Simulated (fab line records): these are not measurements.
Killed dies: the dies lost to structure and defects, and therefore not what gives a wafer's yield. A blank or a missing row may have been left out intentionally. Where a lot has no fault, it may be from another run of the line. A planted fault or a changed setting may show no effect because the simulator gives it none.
Shared-tool check	flow gf180mcu	12 lots, 39 wafers sampled

== WHY THIS WAS OPENED ==
GF_POLY_GATE_THK_MEAS_01, reading POLY_GATE_CVD_00_THK: flagged on 1 of 12 lots. No-fault wafers: 200.8 nm, standard deviation 1.8.
Rule: a lot is flagged in two cases, either no wafer of it has a number, or all its wafers with numbers fall more than 4 standard deviations from that mean. All remaining lots are regarded as sound.

lot	measured	on	POLY_GATE_CVD_00_THK (nm), wafer by wafer	flag
L732	day 8 10:02	filmMetro-04	198.6 199.7 200.8	
L734	day 9 00:55	filmMetro-03	201.5 202.0 202.0	
L735	day 9 04:02	filmMetro-01	199.8 201.8 201.5	
L736	day 9 14:52	filmMetro-01	200.5 200.3 198.8	
L737	day 9 22:21	filmMetro-04	200.5 200.6 201.2	
L738	day 10 03:13	filmMetro-04	202.3 201.4 201.0	
L739	day 10 08:55	filmMetro-04	199.8 200.6 198.8	
L742	day 11 05:05	filmMetro-01	197.6 197.6 197.9	
L745	day 12 00:13	filmMetro-03	272.1 274.2 272.0 272.2 274.3 272.2	FLAGGED
L746	day 12 13:32	filmMetro-04	202.4 201.6 203.6	
L754	day 14 20:18	filmMetro-01	199.0 197.6 198.8	
L755	day 15 00:55	filmMetro-01	200.9 199.8 202.4	
Average over the flagged lots: 272.8 nm; offset from the usual +72.0 nm, equal to +40 standard deviations.

== EACH LOT AND THE TOOL IT RAN ON ==
Before the reading, the record contains 2 process steps out of a 602-step route. Each cell gives the tool, then ch followed by the chambers the sampled wafers passed through, then the start.
lot	flag	GF_VT_IMPLANT_STRIP_31	GF_POLY_GATE_CVD_00
L732		plasmaAsher-04 ch 0, day 6 19:31	lpcvd-02 ch 0, day 8 08:01
L734		plasmaAsher-03 ch 0, day 7 08:20	lpcvd-02 ch 0, day 8 23:34
L735		plasmaAsher-03 ch 0,1, day 7 14:10	lpcvd-01 ch 0, day 9 02:41
L736		plasmaAsher-02 ch 0,1, day 7 23:02	lpcvd-01 ch 0, day 9 13:31
L737		plasmaAsher-04 ch 0,1, day 8 04:56	lpcvd-02 ch 0, day 9 21:01
L738		plasmaAsher-03 ch 0,1, day 8 09:52	lpcvd-01 ch 1, day 10 01:53
L739		plasmaAsher-04 ch 0,1, day 8 16:28	lpcvd-01 ch 0, day 10 07:35
L742		plasmaAsher-04 ch 0,1, day 9 12:20	lpcvd-02 ch 0, day 11 03:44
L745	FLAGGED	plasmaAsher-03 ch 0,1, day 10 06:26	lpcvd-01 ch 1, day 11 22:52
L746		plasmaAsher-02 ch 0,1, day 10 17:31	lpcvd-02 ch 0, day 12 12:12
L754		plasmaAsher-03 ch 0,1, day 12 20:46	lpcvd-02 ch 1, day 14 18:58
L755		plasmaAsher-03 ch 0,1, day 13 02:25	lpcvd-02 ch 1, day 14 23:34
These steps, and what they do:
- GF_VT_IMPLANT_STRIP_31: strips in O2/N2.
- GF_POLY_GATE_CVD_00: deposits poly-Si, target thk 200 nm, time 1200 s.
- GF_POLY_GATE_THK_MEAS_01

== FLAGGED OVER TOTAL, TOOL BY TOOL (the gauges that took the reading come last) ==
step	tool	lots run	flagged	share of the flagged lots	sound lots run after its first flagged lot
GF_VT_IMPLANT_STRIP_31	plasmaAsher-02	2	0	none	-
GF_VT_IMPLANT_STRIP_31	plasmaAsher-03	6	1	all	2 (L754,L755)
GF_VT_IMPLANT_STRIP_31	plasmaAsher-04	4	0	none	-
GF_POLY_GATE_CVD_00	lpcvd-01	5	1	all	0
GF_POLY_GATE_CVD_00	lpcvd-02	7	0	none	-
GF_POLY_GATE_THK_MEAS_01	filmMetro-01	5	0	none	-
GF_POLY_GATE_THK_MEAS_01	filmMetro-03	2	1	all	0
GF_POLY_GATE_THK_MEAS_01	filmMetro-04	5	0	none	-

== WHAT THE TABLE PERMITS ==
Every flagged lot was run by 3 rows of the table: plasmaAsher-03 at GF_VT_IMPLANT_STRIP_31, lpcvd-01 at GF_POLY_GATE_CVD_00 and filmMetro-03 at GF_POLY_GATE_THK_MEAS_01.
- plasmaAsher-03 at GF_VT_IMPLANT_STRIP_31 ran 6 lots, 1 of them flagged. After the first flagged lot (L754, L755), sound lots still ran on it; a lasting fault on the whole tool would not permit that.
- lpcvd-01 at GF_POLY_GATE_CVD_00 ran 5 lots, 1 of them flagged. Last sound lot L739 at day 10 07:35, first flagged lot L745 at day 11 22:52; a fault beginning in between fits. Its own readings lie more than 4 standard deviations out on every wafer of the flagged lots: spikeTcBottomC, spikeTcCentreC, spikeTcLowerC, spikeTcTopC, spikeTcUpperC, susceptorTempC.
- filmMetro-03 at GF_POLY_GATE_THK_MEAS_01 ran 2 lots, 1 of them flagged. Last sound lot L734 at day 9 00:55, first flagged lot L745 at day 12 00:13; a fault beginning in between fits.
A lot count leaves these 2 tools indistinguishable: every one of them fits a fault beginning at some hour. More lots, or a look at what each step does to the wafer, might.

== WHAT THE SIMULATOR PUT IN ==
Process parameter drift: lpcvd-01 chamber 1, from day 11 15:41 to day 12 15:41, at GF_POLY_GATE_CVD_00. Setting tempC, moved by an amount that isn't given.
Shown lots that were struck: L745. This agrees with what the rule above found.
